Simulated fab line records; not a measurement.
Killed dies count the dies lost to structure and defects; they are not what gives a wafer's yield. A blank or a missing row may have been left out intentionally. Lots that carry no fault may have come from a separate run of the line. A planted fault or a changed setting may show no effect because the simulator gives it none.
The tool behind it: which one?    flow sky130    at 1 step of a route of 708, 7 lots with 21 wafers sampled

## WHAT EACH GAUGE READ, for each wafer
SKY_VT_ADJUST_PCH_OVL_MEAS_07.
lot   measured      on          VT_ADJUST_PCH_OVL (nm)
L439  day 11 00:34  overlay-01  0.9 0.0 -0.1
L441  day 11 07:40  overlay-01  0.7 -0.4 -1.1
L445  day 12 10:49  overlay-02  0.7 1.6 1.3
L450  day 14 05:34  overlay-02  0.4 -0.6 -1.5
L454  day 15 09:10  overlay-02  1.7 1.2 0.7
L457  day 16 08:58  overlay-02  -0.1 0.0 0.1
L460  day 17 07:31  overlay-01  -1.7 -2.8 -1.8

## WHICH TOOL RAN EACH LOT (tool, then ch and the chambers of the sampled wafers, then the start)
Before these readings, the record contains no process step.

## THE ANSWER, worked out from the rows above alone
Rule: what is usual is taken from the lots themselves. Put in order of their means at a reading, lots are off if they are a third of the lots or fewer, leave a main group of 4 or more, and stand apart from it by a gap of 3 or more times the standard deviation of the main group's means; of several such gaps the widest counts. The tables above print the reading to a certain number of digits; a main group whose means all agree to those digits is not used. Also off: a lot with no number at a reading for which 4 or more lots have one. Any other lot the step has rows for is counted as sound.
No lot is off on any of the readings shown, so nothing can be concluded from this.

## WHAT WAS PUT IN BY THE SIMULATOR
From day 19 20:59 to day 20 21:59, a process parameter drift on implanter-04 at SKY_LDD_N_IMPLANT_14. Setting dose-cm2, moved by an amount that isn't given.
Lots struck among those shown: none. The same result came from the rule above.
